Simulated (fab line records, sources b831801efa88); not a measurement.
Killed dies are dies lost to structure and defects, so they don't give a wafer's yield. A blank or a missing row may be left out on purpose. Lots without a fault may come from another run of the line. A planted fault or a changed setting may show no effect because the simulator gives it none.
fab line records | flow gf180mcu
record lots=5 wafers=15 last_day=32
route steps=602 shown V1@341 M2@362
lots that met no fault: from a run of the same line without faults
start_h: hours from the record's first day to the start of the lot's first wafer shown | wait_h: hours since the lot's step before | " the same as in the row above | L1.1+2: a row that stands for several wafers | - no value, or no start given | * or withheld: withheld | < > ~ a bound
route shown NAME@n: a module of which the file shows steps, and the number in the route of the first | usual: mean/standard deviation of fault-free wafers | same: alike in all rows | chamber/n: place in a boat | sites: the reading at each site | _std_site: their standard deviation | _edge_site: outer sites' mean less inner sites' | radius_mm: how far each site lies from the wafer's centre | mask NAME#n: copy n | behind: the tool/chamber that last shaped the wafer | hold: why the lot was held/for how many hours/how that ended | device: the transistor (n, p or np) that didn't switch | end of line: the same wafers' tests at the end of the route | a step without rows: its recipe alone | killed: dies lost to structure and defects at the first sort, not the wafer's yield | map: a wafer's dies, x killed, . not, _ none there
set.NAME: the setting as run; set.NAME@STEP: as run at that earlier step | model.NAME: the simulator's own value behind a step, which no gauge read
lots at some steps of the route; a table a step, a row a wafer
services: from which hour (start_h, from the record's first day; less than 0 if before it) a tool's chamber was out of use, for how many hours, and why
## steps
# step GF_V1_DEHYDRATE_06
# recipe temp_c=200 time_s=60
# usual heater_power_total_W=160.38/0.12
# columns lot.wafer tool chamber start_h wait_h heater_power_total_W
L074.2 litho_track-03 0 396.99 10.8 160.41
L074.3 " 0 " " 160.30
L074.5 " 0 " " 160.53
L075.1 litho_track-03 0 409.16 10.8 160.28
L075.2 " 0 " " 160.56
L075.4 " 0 " " 160.33
L080.1 litho_track-03 0 449.91 10.8 160.34
L080.2 " 0 " " 160.43
L080.5 " 0 " " 160.36
L082.3 litho_track-01 0 480.16 11.3 160.21
L082.5 " 0 " " 160.26
L082.6 " 0 " " 160.37
L088.2 litho_track-01 0 524.48 11.0 160.53
L088.4 " 0 " " 160.39
L088.6 " 0 " " 160.41
# step GF_V1_HMDS_07
# recipe prime_time_s=60 prime_temp_c=120
# columns lot.wafer tool chamber start_h wait_h
L074.2+3+5 litho_track-03 0 397.14 0.1
L075.1+2+4 litho_track-03 0 409.31 0.1
L080.1+2+5 litho_track-03 0 450.06 0.1
L082.3+5+6 litho_track-01 0 480.31 0.1
L088.2+4+6 litho_track-01 0 524.63 0.1
# step GF_V1_COAT_08
# recipe resist=BARC temp_c=withheld time_s=withheld spin_rpm=withheld resist_thk_nm=withheld
# columns lot.wafer tool chamber start_h wait_h
L074.2+3+5 litho_track-03 0 397.29 0.1
L075.1+2+4 litho_track-03 0 409.46 0.1
L080.1+2+5 litho_track-03 0 450.21 0.1
L082.3+5+6 litho_track-01 0 480.46 0.1
L088.2+4+6 litho_track-01 0 524.78 0.1
# step GF_V1_COAT_09
# recipe resist=KrF spin_rpm=withheld resist_thk_nm=1000
# columns lot.wafer tool chamber start_h wait_h
L074.2+3+5 litho_track-03 0 - -
L075.1+2+4 litho_track-03 0 - -
L080.1+2+5 litho_track-03 0 - -
L082.3+5+6 litho_track-01 0 - -
L088.2+4+6 litho_track-01 0 - -
# step GF_V1_SOFTBAKE_10
# recipe temp_c=130 time_s=60 resist=KrF
# usual heater_power_total_W=93.06/0.056
# columns lot.wafer tool chamber start_h wait_h heater_power_total_W
L074.2 litho_track-03 0 - - 93.05
L074.3 " 0 " " 93.12
L074.5 " 0 " " 93.04
L075.1 litho_track-03 0 - - 93.09
L075.2 " 0 " " 92.95
L075.4 " 0 " " 93.04
L080.1 litho_track-03 0 - - 93.08
L080.2 " 0 " " 93.08
L080.5 " 0 " " 93.06
L082.3 litho_track-01 0 - - 93.15
L082.5 " 0 " " 92.94
L082.6 " 0 " " 93.01
L088.2 litho_track-01 0 - - 93.06
L088.4 " 0 " " 93.04
L088.6 " 0 " " 93.17
# step GF_V1_EXPOSE_11
# recipe mask_id=Via1 target_cd_nm=260 na=0.68 source_shape=conventional sigma_outer=0.6 dose_mj=38
# usual reticle_temp_C=22.99/0.11 stage_vel_mm_s=499.99/0.27
# columns lot.wafer tool chamber start_h wait_h mask reticle_temp_C stage_vel_mm_s
L074.2 krf_scanner-02 0 - - Via1#0 23.07 500.18
L074.3 " 0 " " Via1#0 23.13 500.36
L074.5 " 0 " " Via1#0 23.03 500.14
L075.1 krf_scanner-01 0 - - Via1#0 22.93 500.19
L075.2 " 0 " " Via1#0 22.83 499.55
L075.4 " 0 " " Via1#0 22.82 500.35
L080.1 krf_scanner-02 0 - - Via1#0 23.03 500.14
L080.2 " 0 " " Via1#0 23.20 500.16
L080.5 " 0 " " Via1#0 23.13 500.36
L082.3 krf_scanner-02 0 - - Via1#0 23.04 500.01
L082.5 " 0 " " Via1#0 23.10 499.53
L082.6 " 0 " " Via1#0 22.85 500.19
L088.2 krf_scanner-02 0 - - Via1#0 22.82 500.51
L088.4 " 0 " " Via1#0 22.79 500.04
L088.6 " 0 " " Via1#0 22.82 499.76
# step GF_V1_PEB_12
# recipe peb_temp_c=135 peb_time_s=90 resist=KrF
# usual heater_power_total_W=85.70/0.083
# columns lot.wafer tool chamber start_h wait_h heater_power_total_W
L074.2 litho_track-03 0 - - 85.69
L074.3 " 0 " " 85.56
L074.5 " 0 " " 85.51
L075.1 litho_track-04 0 - - 85.83
L075.2 " 0 " " 85.51
L075.4 " 0 " " 85.78
L080.1 litho_track-01 0 - - 85.68
L080.2 " 0 " " 85.76
L080.5 " 0 " " 85.77
L082.3 litho_track-03 0 - - 85.64
L082.5 " 0 " " 85.76
L082.6 " 0 " " 85.66
L088.2 litho_track-01 0 - - 85.72
L088.4 " 0 " " 85.69
L088.6 " 0 " " 85.58
# step GF_V1_DEVELOP_13
# recipe develop_time_s=60 resist=KrF dev_temp_c=21
# columns lot.wafer tool chamber start_h wait_h
L074.2+3+5 litho_track-03 0 409.04 0.2
L075.1+2+4 litho_track-04 0 421.21 0.2
L080.1+2+5 litho_track-01 0 462.91 0.2
L082.3+5+6 litho_track-03 0 493.11 0.1
L088.2+4+6 litho_track-01 0 536.48 0.2
# step GF_V1_CD_MEAS_14
# recipe target_cd_nm=260
# usual cd_nm=260.3/1.2
# columns lot.wafer tool chamber start_h wait_h cd_nm
L074.2 cd_sem-01 - 409.18 0.1 262.0
L074.3 " - " " 259.6
L074.5 " - " " 261.1
L075.1 cd_sem-02 - 421.36 0.1 261.7
L075.2 " - " " 261.1
L075.4 " - " " 262.7
L080.1 cd_sem-02 - 463.06 0.1 259.8
L080.2 " - " " 260.7
L080.5 " - " " 261.1
L082.3 cd_sem-01 - 493.25 0.1 259.5
L082.5 " - " " 260.2
L082.6 " - " " 259.8
L088.2 cd_sem-02 - 536.63 0.1 259.9
L088.4 " - " " 260.7
L088.6 " - " " 259.5
# step GF_V1_OVL_MEAS_15
# usual V1_OVL=-1/4.7
# columns lot.wafer tool chamber start_h wait_h V1_OVL[nm]
L074.2 overlay-01 - 409.29 0.1 3
L074.3 " - " " 8
L074.5 " - " " 0
L075.1 overlay-01 - 421.48 0.1 3
L075.2 " - " " 4
L075.4 " - " " 1
L080.1 overlay-02 - 463.18 0.1 0
L080.2 " - " " 2
L080.5 " - " " 3
L082.3 overlay-02 - 493.34 0.1 -5
L082.5 " - " " -4
L082.6 " - " " 6
L088.2 overlay-02 - 536.74 0.1 3
L088.4 " - " " 5
L088.6 " - " " 0
# step GF_V1_ETCH_16
# recipe chemistry=N2/H2 target_depth_a=withheld overetch_a=withheld time_s=withheld target=BARC ion_energy_ev=200 source_w=500 bias_w=100 pressure_mtorr=30 n2_flow_sccm=100 h2_flow_sccm=200
# usual drypump_motor_current_A=5.7/0.36 oes_product_au=0.855/0.0047 throttle_valve_pct=13.223/0.0088
# columns lot.wafer tool chamber start_h wait_h drypump_motor_current_A oes_product_au throttle_valve_pct
L074.2 rie_diel-02 1 409.32 0.0 5.6 0.846 13.213
L074.3 " 0 " " 5.5 0.852 13.231
L074.5 " 2 " " 5.4 0.854 13.231
L075.1 rie_diel-03 2 421.51 0.0 6.6 0.850 13.208
L075.2 " 0 " " 5.8 0.851 13.238
L075.4 " 3 " " 5.1 0.856 13.219
L080.1 rie_diel-01 0 463.22 0.0 5.4 0.855 13.224
L080.2 " 1 " " 5.8 0.855 13.225
L080.5 " 1 " " 5.8 0.854 13.234
L082.3 rie_diel-02 1 493.37 0.0 5.6 0.859 13.227
L082.5 " 1 " " 5.6 0.855 13.211
L082.6 " 3 " " 5.5 0.852 13.214
L088.2 rie_diel-03 3 536.77 0.0 5.1 0.847 13.218
L088.4 " 0 " " 5.8 0.850 13.222
L088.6 " 2 " " 6.5 0.861 13.227
# step GF_V1_ETCH_17
# recipe chemistry=C4F8/O2/Ar mask_material=KrF target=SiO2 stop_on=TiN source_w=1500 bias_w=1200 pressure_mtorr=40 c4f8_flow_sccm=withheld O2_flow_sccm=6 Ar_flow_sccm=300 time_s=withheld target_depth_a=6300
# usual oes_product_au=0.856/0.0049
# columns lot.wafer tool chamber start_h wait_h oes_product_au
L074.2 rie_diel-02 1 - - 0.847
L074.3 " 0 " " 0.862
L074.5 " 2 " " 0.863
L075.1 rie_diel-03 2 - - 0.854
L075.2 " 0 " " 0.853
L075.4 " 3 " " 0.862
L080.1 rie_diel-01 0 - - 0.856
L080.2 " 1 " " 0.853
L080.5 " 1 " " 0.863
L082.3 rie_diel-02 1 - - 0.863
L082.5 " 1 " " 0.862
L082.6 " 3 " " 0.859
L088.2 rie_diel-03 3 - - 0.862
L088.4 " 0 " " 0.862
L088.6 " 2 " " 0.862
# step GF_V1_STRIP_18
# recipe chemistry=O2/N2 power_w=1400 pressure_mtorr=1500 platen_temp_c=250 o2_flow_sccm=3000 n2_flow_sccm=300 overash_fraction=0.5
# usual drypump_motor_current_A=5.7/0.36 heater_power_w=347/22 o2_flow_sccm=3001/8.5 oes_product_au=0.592/0.0047
# columns lot.wafer tool chamber start_h wait_h drypump_motor_current_A heater_power_w o2_flow_sccm oes_product_au rf_hours_counter_h
L074.2 plasma_asher-02 1 409.45 - 5.7 351 2997 0.586 30
L074.3 " 0 " " 6.3 320 2986 0.596 -
L074.5 " 0 " " 6.3 323 2993 0.592 -
L075.1 plasma_asher-02 0 421.64 - 6.4 313 3005 0.595 31
L075.2 " 1 " " 5.7 347 3005 0.587 31
L075.4 " 1 " " 5.7 355 3019 0.595 -
L080.1 plasma_asher-02 0 463.35 - 6.3 315 2993 0.595 35
L080.2 " 1 " " 5.7 357 2992 0.584 35
L080.5 " 1 " " 5.7 350 2995 0.594 -
L082.3 plasma_asher-04 1 493.53 - 5.2 363 3006 0.592 -
L082.5 " 1 " " 5.2 362 2993 0.587 -
L082.6 " 0 " " 6.0 382 3015 0.592 -
L088.2 plasma_asher-02 0 536.89 - 6.4 324 3013 0.595 42
L088.4 " 0 " " 6.4 315 2997 0.591 -
L088.6 " 1 " " 5.7 343 3003 0.593 -
# step GF_V1_STRIP_19
# recipe chemistry=post_etch_residue_remover time_s=1200 temp_c=72.5
# columns lot.wafer tool chamber start_h wait_h
L074.2+3+5 wet_bench-04 3 409.55 0.1
L075.1+2+4 wet_bench-04 2 421.74 0.1
L080.1+2+5 wet_bench-03 3 463.45 0.1
L082.3+5+6 wet_bench-03 3 493.60 0.0
L088.2+4+6 wet_bench-03 3 536.99 0.1
# step GF_V1_CLEAN_20
# recipe chemistry=DIW dry=n2_spin
# columns lot.wafer tool chamber start_h wait_h
L074.2+3+5 wet_bench-02 2 410.29 0.0
L075.1+2+4 wet_bench-03 2 422.43 0.0
L080.1+2+5 wet_bench-02 3 463.79 0.0
L082.3+5+6 wet_bench-04 1 493.94 0.0
L088.2+4+6 wet_bench-02 0 537.34 0.0
# step GF_V1_SPUTTER_21
# recipe material=Ti target_thk_nm=15 chamber_pressure_pa=5 power_w=2500 substrate_temp_c=200 time_s=80.02
# usual throttle_valve_pct=29.8/1.1
# columns lot.wafer tool chamber start_h wait_h throttle_valve_pct
L074.2 pvd_sputter-01 - 410.39 0.0 31.1
L074.3 " - " " 29.7
L074.5 " - " " 30.1
L075.1 pvd_sputter-04 - 422.53 0.0 30.6
L075.2 " - " " 30.1
L075.4 " - " " 30.6
L080.1 pvd_sputter-03 - 463.88 0.0 31.3
L080.2 " - " " 29.8
L080.5 " - " " 31.2
L082.3 pvd_sputter-01 - 494.03 0.0 30.4
L082.5 " - " " 28.2
L082.6 " - " " 30.2
L088.2 pvd_sputter-03 - 537.44 0.0 30.3
L088.4 " - " " 30.1
L088.6 " - " " 31.5
# step GF_V1_SPUTTER_22
# recipe material=TiN target_thk_nm=10 chamber_pressure_pa=5 power_w=4000 time_s=40
# usual throttle_valve_pct=29.8/1.1
# columns lot.wafer tool chamber start_h wait_h throttle_valve_pct
L074.2 pvd_sputter-01 - 410.45 0.0 30.5
L074.3 " - " " 29.9
L074.5 " - " " 30.0
L075.1 pvd_sputter-04 - 422.59 0.0 30.6
L075.2 " - " " 29.7
L075.4 " - " " 30.7
L080.1 pvd_sputter-03 - 463.94 0.0 31.3
L080.2 " - " " 30.1
L080.5 " - " " 31.6
L082.3 pvd_sputter-01 - 494.09 0.0 30.2
L082.5 " - " " 28.3
L082.6 " - " " 30.2
L088.2 pvd_sputter-03 - 537.50 0.0 30.3
L088.4 " - " " 29.8
L088.6 " - " " 31.6
# step GF_V1_CVD_23
# recipe material=W target_thk_nm=350 time_s=105.05 temp_c=400 pressure_torr=40
# usual heater_power_w=881/180
# columns lot.wafer tool chamber start_h wait_h heater_power_w since_wet_clean_h
L074.2 cvd_w-02 0 410.49 0.0 1117 507
L074.3 " 1 " " 738 -
L074.5 " 1 " " 749 -
L075.1 cvd_w-01 0 422.63 0.0 772 19
L075.2 " 1 " " 670 19
L075.4 " 1 " " 679 -
L080.1 cvd_w-02 1 463.98 0.0 730 560
L080.2 " 0 " " 1093 560
L080.5 " 0 " " 1101 -
L082.3 cvd_w-02 0 494.17 0.1 1101 -
L082.5 " 1 " " 743 -
L082.6 " 0 " " 1117 -
L088.2 cvd_w-02 1 537.54 0.0 737 634
L088.4 " 0 " " 1121 -
L088.6 " 1 " " 729 -
# step GF_V1_RS_MEAS_24
# recipe thk_meas_gauge=four-point-probe reads=W_of_V1_CVD_23+TiN_of_V1_SPUTTER_22+Ti_of_V1_SPUTTER_21
# usual V1_W_RS=0.320/0.0093
# columns lot.wafer tool chamber start_h wait_h V1_W_RS[ohm/sq]
L074.2 film_metro-01 - 410.63 0.1 0.324
L074.3 " - " " 0.310
L074.5 " - " " 0.309
L075.1 film_metro-02 - 422.74 0.1 0.337
L075.2 " - " " 0.337
L075.4 " - " " 0.337
L080.1 film_metro-03 - 464.09 0.1 0.309
L080.2 " - " " 0.324
L080.5 " - " " 0.324
L082.3 film_metro-03 - 494.28 0.1 0.324
L082.5 " - " " 0.308
L082.6 " - " " 0.324
L088.2 film_metro-03 - 537.67 0.1 0.313
L088.4 " - " " 0.328
L088.6 " - " " 0.311
# step GF_V1_THK_MEAS_25
# recipe thk_meas_gauge=xrf reads=W_of_V1_CVD_23
# usual V1_W_THK=363/11
# columns lot.wafer tool chamber start_h wait_h V1_W_THK[nm]
L074.2 film_metro-01 - 410.74 0.1 357
L074.3 " - " " 374
L074.5 " - " " 371
L075.1 film_metro-02 - 422.86 0.1 350
L075.2 " - " " 349
L075.4 " - " " 350
L080.1 film_metro-03 - 464.21 0.1 383
L080.2 " - " " 364
L080.5 " - " " 365
L082.3 film_metro-03 - 494.38 0.1 360
L082.5 " - " " 379
L082.6 " - " " 363
L088.2 film_metro-03 - 537.78 0.1 368
L088.4 " - " " 354
L088.6 " - " " 374
# step GF_V1_CMP_26
# recipe stop_on=SiO2 down_force_psi=3.5 platen_rpm=60 t_overpolish_s=15 target_thk_nm=0 pad_velocity_m_s=0.94248
# usual motor_current_A=11.0/0.84 overpolish_run_s=15.000/0.0098 retaining_ring_pressure_frac=1.000/0.0057 time_to_endpoint_s=86/3.8
# columns lot.wafer tool chamber start_h wait_h motor_current_A overpolish_run_s retaining_ring_pressure_frac time_to_endpoint_s
L074.3 cmp-02 1 410.84 0.1 11.3 14.995 1.003 88
L074.2 " 2 " " 9.5 15.003 1.001 83
L074.5 " 0 " " 11.1 15.000 1.002 90
L075.1 cmp-02 3 422.92 0.1 12.3 14.984 1.005 82
L075.4 " 0 " " 11.1 15.001 1.010 82
L075.2 " 1 " " 10.5 14.997 0.995 81
L080.1 cmp-01 3 464.37 0.1 11.5 14.981 1.001 97
L080.2 " 0 " " 11.5 14.980 1.009 88
L080.5 " 2 " " 12.7 15.022 1.000 89
L082.3 cmp-01 0 494.42 0.0 11.7 15.007 1.005 87
L082.6 " 0 " " 10.6 15.010 0.996 83
L082.5 " 1 " " 11.3 15.012 1.002 91
L088.4 cmp-02 1 537.83 0.0 11.4 14.989 1.001 86
L088.2 " 3 " " 11.6 15.000 0.998 92
L088.6 " 2 " " 9.4 15.014 0.992 91
# step GF_M2_SPUTTER_00
# recipe material=Ti target_thk_nm=37.5 arriving_ion_energy_ev=80 substrate_temp_c=200 chamber_pressure_pa=2 power_w=4000 time_s=150
# usual throttle_valve_pct=29.8/0.85
# columns lot.wafer tool chamber start_h wait_h throttle_valve_pct
L074.2 pvd_sputter-04 - 411.09 0.1 28.2
L074.3 " - " " 29.7
L074.5 " - " " 30.0
L075.1 pvd_sputter-01 - 423.22 0.2 30.2
L075.2 " - " " 30.0
L075.4 " - " " 30.1
L080.1 pvd_sputter-04 - 464.57 0.1 30.4
L080.2 " - " " 28.6
L080.5 " - " " 30.6
L082.3 pvd_sputter-02 - 494.74 0.3 29.0
L082.5 " - " " 29.2
L082.6 " - " " 28.9
L088.2 pvd_sputter-04 - 538.13 0.1 30.1
L088.4 " - " " 30.4
L088.6 " - " " 29.9
# step GF_M2_SPUTTER_01
# recipe material=TiN target_thk_nm=30 power_w=6500 time_s=25 chamber_pressure_pa=0.4
# usual throttle_valve_pct=29.8/0.85
# columns lot.wafer tool chamber start_h wait_h throttle_valve_pct
L074.2 pvd_sputter-04 - 411.19 0.1 28.2
L074.3 " - " " 29.9
L074.5 " - " " 29.9
L075.1 pvd_sputter-01 - 423.32 0.1 30.0
L075.2 " - " " 30.3
L075.4 " - " " 29.9
L080.1 pvd_sputter-04 - 464.67 0.1 30.7
L080.2 " - " " 28.1
L080.5 " - " " 30.4
L082.3 pvd_sputter-02 - 494.84 0.1 28.9
L082.5 " - " " 29.2
L082.6 " - " " 28.7
L088.2 pvd_sputter-04 - 538.23 0.1 29.7
L088.4 " - " " 30.5
L088.6 " - " " 29.9
# step GF_M2_SPUTTER_02
# recipe material=AlCu target_thk_nm=450 power_w=10600 time_s=23.9 chamber_pressure_pa=0.4
# usual throttle_valve_pct=29.8/0.83
# columns lot.wafer tool chamber start_h wait_h throttle_valve_pct
L074.2 pvd_sputter-04 - 411.22 0.0 28.7
L074.3 " - " " 29.8
L074.5 " - " " 29.8
L075.1 pvd_sputter-01 - 423.35 0.0 30.3
L075.2 " - " " 30.2
L075.4 " - " " 29.6
L080.1 pvd_sputter-04 - 464.70 0.0 30.6
L080.2 " - " " 28.5
L080.5 " - " " 30.6
L082.3 pvd_sputter-02 - 494.88 0.0 28.9
L082.5 " - " " 29.3
L082.6 " - " " 29.1
L088.2 pvd_sputter-04 - 538.26 0.0 29.8
L088.4 " - " " 30.6
L088.6 " - " " 29.8
# step GF_M2_SPUTTER_03
# recipe material=Ti target_thk_nm=10 substrate_temp_c=300 chamber_pressure_pa=0.3 power_w=3000 time_s=6.7
# usual throttle_valve_pct=29.8/0.82
# columns lot.wafer tool chamber start_h wait_h throttle_valve_pct
L074.2 pvd_sputter-04 - 411.25 0.0 28.6
L074.3 " - " " 29.8
L074.5 " - " " 29.5
L075.1 pvd_sputter-01 - 423.38 0.0 30.2
L075.2 " - " " 30.1
L075.4 " - " " 30.2
L080.1 pvd_sputter-04 - 464.73 0.0 30.4
L080.2 " - " " 28.3
L080.5 " - " " 30.4
L082.3 pvd_sputter-02 - 494.91 0.0 29.0
L082.5 " - " " 29.3
L082.6 " - " " 29.1
L088.2 pvd_sputter-04 - 538.29 0.0 29.9
L088.4 " - " " 30.7
L088.6 " - " " 29.9
# step GF_M2_SPUTTER_04
# recipe material=TiN target_thk_nm=50 power_w=6500 time_s=41.7 chamber_pressure_pa=0.4
# usual throttle_valve_pct=29.8/0.84
# columns lot.wafer tool chamber start_h wait_h throttle_valve_pct
L074.2 pvd_sputter-04 - 411.27 0.0 28.5
L074.3 " - " " 29.6
L074.5 " - " " 29.9
L075.1 pvd_sputter-01 - 423.40 0.0 30.0
L075.2 " - " " 30.1
L075.4 " - " " 30.2
L080.1 pvd_sputter-04 - 464.75 0.0 30.8
L080.2 " - " " 28.5
L080.5 " - " " 30.4
L082.3 pvd_sputter-02 - 494.93 0.0 28.6
L082.5 " - " " 29.3
L082.6 " - " " 28.8
L088.2 pvd_sputter-04 - 538.31 0.0 30.2
L088.4 " - " " 31.0
L088.6 " - " " 29.5
# step GF_M2_RS_MEAS_05
# recipe thk_meas_gauge=four-point-probe reads=TiN_of_M2_SPUTTER_04+Ti_of_M2_SPUTTER_03+AlCu_of_M2_SPUTTER_02+TiN_of_M2_SPUTTER_01+Ti_of_M2_SPUTTER_00
# usual M2_ALCU_RS=0.0694/0.00081
# columns lot.wafer tool chamber start_h wait_h M2_ALCU_RS[ohm/sq]
L074.2 film_metro-04 - 411.33 0.0 0.0682
L074.3 " - " " 0.0683
L074.5 " - " " 0.0681
L075.1 film_metro-02 - 423.44 0.0 0.0688
L075.2 " - " " 0.0693
L075.4 " - " " 0.0693
L080.1 film_metro-04 - 464.79 0.0 0.0693
L080.2 " - " " 0.0695
L080.5 " - " " 0.0696
L082.3 film_metro-03 - 495.01 0.1 0.0700
L082.5 " - " " 0.0705
L082.6 " - " " 0.0708
L088.2 film_metro-03 - 538.37 0.0 0.0699
L088.4 " - " " 0.0707
L088.6 " - " " 0.0700
# step GF_M2_THK_MEAS_06
# recipe thk_meas_gauge=xrf reads=AlCu_of_M2_SPUTTER_02
# usual M2_ALCU_THK=452/5
# columns lot.wafer tool chamber start_h wait_h M2_ALCU_THK[nm]
L074.2 film_metro-04 - 411.44 0.1 459
L074.3 " - " " 457
L074.5 " - " " 460
L075.1 film_metro-02 - 423.56 0.1 457
L075.2 " - " " 454
L075.4 " - " " 452
L080.1 film_metro-04 - 464.91 0.1 451
L080.2 " - " " 452
L080.5 " - " " 450
L082.3 film_metro-03 - 495.11 0.1 448
L082.5 " - " " 445
L082.6 " - " " 443
L088.2 film_metro-03 - 538.48 0.1 451
L088.4 " - " " 445
L088.6 " - " " 450
# step GF_M2_DEHYDRATE_07
# recipe temp_c=200 time_s=60
# usual heater_power_total_W=160.38/0.13
# columns lot.wafer tool chamber start_h wait_h heater_power_total_W
L074.2 litho_track-04 0 422.48 11.0 160.50
L074.3 " 0 " " 160.23
L074.5 " 0 " " 160.34
L075.1 litho_track-04 0 435.01 11.4 160.48
L075.2 " 0 " " 160.16
L075.4 " 0 " " 160.63
L080.1 litho_track-02 0 476.06 11.1 160.49
L080.2 " 0 " " 160.27
L080.5 " 0 " " 160.50
L082.3 litho_track-04 0 506.01 10.9 160.54
L082.5 " 0 " " 160.29
L082.6 " 0 " " 160.59
L088.2 litho_track-02 0 549.58 11.1 160.52
L088.4 " 0 " " 160.29
L088.6 " 0 " " 160.32
# step GF_M2_HMDS_08
# recipe prime_time_s=60 prime_temp_c=120
# columns lot.wafer tool chamber start_h wait_h
L074.2+3+5 litho_track-04 0 422.63 0.1
L075.1+2+4 litho_track-04 0 435.16 0.1
L080.1+2+5 litho_track-02 0 476.21 0.1
L082.3+5+6 litho_track-04 0 506.16 0.1
L088.2+4+6 litho_track-02 0 549.73 0.1
# step GF_M2_COAT_09
# recipe resist=KrF spin_rpm=withheld resist_thk_nm=1000
# columns lot.wafer tool chamber start_h wait_h
L074.2+3+5 litho_track-04 0 422.78 0.1
L075.1+2+4 litho_track-04 0 435.31 0.1
L080.1+2+5 litho_track-02 0 476.36 0.1
L082.3+5+6 litho_track-04 0 506.31 0.1
L088.2+4+6 litho_track-02 0 549.88 0.1
# step GF_M2_SOFTBAKE_10
# recipe temp_c=130 time_s=60 resist=KrF
# usual heater_power_total_W=93.05/0.064
# columns lot.wafer tool chamber start_h wait_h heater_power_total_W
L074.2 litho_track-04 0 422.93 0.1 93.12
L074.3 " 0 " " 93.10
L074.5 " 0 " " 92.91
L075.1 litho_track-04 0 435.46 0.1 92.94
L075.2 " 0 " " 93.12
L075.4 " 0 " " 93.05
L080.1 litho_track-02 0 476.51 0.1 93.01
L080.2 " 0 " " 93.01
L080.5 " 0 " " 93.09
L082.3 litho_track-04 0 506.46 0.1 93.09
L082.5 " 0 " " 93.00
L082.6 " 0 " " 93.05
L088.2 litho_track-02 0 550.03 0.1 93.09
L088.4 " 0 " " 93.14
L088.6 " 0 " " 93.12
# step GF_M2_EXPOSE_11
# recipe mask_id=Metal2 target_cd_nm=280 na=0.68 source_shape=conventional sigma_outer=0.6 dose_mj=28
# usual reticle_temp_C=23.00/0.11 stage_vel_mm_s=499.96/0.22
# columns lot.wafer tool chamber start_h wait_h mask reticle_temp_C stage_vel_mm_s
L074.2 krf_scanner-01 0 - - Metal2#0 23.00 500.28
L074.3 " 0 " " Metal2#0 22.98 500.00
L074.5 " 0 " " Metal2#0 23.20 499.91
L075.1 krf_scanner-02 0 - - Metal2#0 23.02 500.01
L075.2 " 0 " " Metal2#0 23.09 499.77
L075.4 " 0 " " Metal2#0 23.01 500.02
L080.1 krf_scanner-01 0 - - Metal2#0 23.09 499.78
L080.2 " 0 " " Metal2#0 22.99 499.72
L080.5 " 0 " " Metal2#0 22.97 499.45
L082.3 krf_scanner-01 0 - - Metal2#0 22.86 499.96
L082.5 " 0 " " Metal2#0 22.91 500.10
L082.6 " 0 " " Metal2#0 23.09 499.56
L088.2 krf_scanner-01 0 - - Metal2#0 23.36 499.66
L088.4 " 0 " " Metal2#0 23.32 499.89
L088.6 " 0 " " Metal2#0 23.22 499.86
# step GF_M2_PEB_12
# recipe peb_temp_c=135 peb_time_s=90 resist=KrF
# usual heater_power_total_W=85.69/0.085
# columns lot.wafer tool chamber start_h wait_h heater_power_total_W
L074.2 litho_track-03 0 - - 85.71
L074.3 " 0 " " 85.72
L074.5 " 0 " " 85.69
L075.1 litho_track-02 0 - - 85.63
L075.2 " 0 " " 85.60
L075.4 " 0 " " 85.59
L080.1 litho_track-03 0 - - 85.83
L080.2 " 0 " " 85.77
L080.5 " 0 " " 85.72
L082.3 litho_track-04 0 - - 85.65
L082.5 " 0 " " 85.57
L082.6 " 0 " " 85.51
L088.2 litho_track-03 0 - - 85.65
L088.4 " 0 " " 85.65
L088.6 " 0 " " 85.77
# step GF_M2_DEVELOP_13
# recipe develop_time_s=60 dev_temp_c=21
# columns lot.wafer tool chamber start_h wait_h
L074.2+3+5 litho_track-03 0 435.09 0.2
L075.1+2+4 litho_track-02 0 447.31 0.2
L080.1+2+5 litho_track-03 0 488.46 0.2
L082.3+5+6 litho_track-04 0 517.96 0.1
L088.2+4+6 litho_track-03 0 561.03 0.2
# step GF_M2_CD_MEAS_14
# recipe target_cd_nm=280
# usual cd_nm=280.1/1.2
# columns lot.wafer tool chamber start_h wait_h cd_nm
L074.2 cd_sem-01 - 435.23 0.1 279.1
L074.3 " - " " 280.3
L074.5 " - " " 279.3
L075.1 cd_sem-02 - 447.46 0.1 280.0
L075.2 " - " " 281.1
L075.4 " - " " 280.7
L080.1 cd_sem-01 - 488.61 0.1 281.4
L080.2 " - " " 281.6
L080.5 " - " " 281.5
L082.3 cd_sem-02 - 518.10 0.1 280.7
L082.5 " - " " 280.1
L082.6 " - " " 280.2
L088.2 cd_sem-02 - 561.18 0.1 279.6
L088.4 " - " " 279.2
L088.6 " - " " 281.0
# step GF_M2_OVL_MEAS_15
# usual M2_OVL=2/5.2
# columns lot.wafer tool chamber start_h wait_h M2_OVL[nm]
L074.2 overlay-02 - 435.34 0.1 -2
L074.3 " - " " 2
L074.5 " - " " -4
L075.1 overlay-02 - 447.58 0.1 11
L075.2 " - " " 4
L075.4 " - " " 5
L080.1 overlay-02 - 488.73 0.1 -4
L080.2 " - " " -7
L080.5 " - " " 1
L082.3 overlay-02 - 518.19 0.1 1
L082.5 " - " " -2
L082.6 " - " " 9
L088.2 overlay-01 - 561.29 0.1 2
L088.4 " - " " 15
L088.6 " - " " 4
## services
# columns tool chamber start_h hours kind
krf_scanner-01 - 374.73 1.6 repair
krf_scanner-02 - 378.13 0.8 pm
krf_scanner-01 - 388.08 2.1 repair
krf_scanner-01 - 391.67 1.0 pm
rie_diel-03 - 401.67 1.0 repair
plasma_asher-02 - 409.71 8.7 repair
krf_scanner-02 - 411.66 4.5 repair
krf_scanner-02 - 419.09 0.5 repair
krf_scanner-01 - 420.79 1.3 pm
krf_scanner-02 - 432.68 0.2 repair
krf_scanner-01 - 432.90 0.4 repair
krf_scanner-01 - 437.32 2.8 repair
pvd_sputter-04 - 440.78 1.9 repair
krf_scanner-02 - 445.48 1.3 pm
krf_scanner-01 - 480.60 0.8 pm
krf_scanner-02 - 483.63 3.6 pm
pvd_sputter-02 - 511.06 2.5 repair
pvd_sputter-01 - 528.52 4.2 repair
krf_scanner-02 - 530.42 1.0 pm
krf_scanner-02 - 542.28 7.9 repair
krf_scanner-02 - 547.78 2.9 repair
pvd_sputter-04 - 550.07 0.8 repair
krf_scanner-02 - 550.72 0.8 pm
krf_scanner-01 - 560.67 1.0 pm
## key
fault none
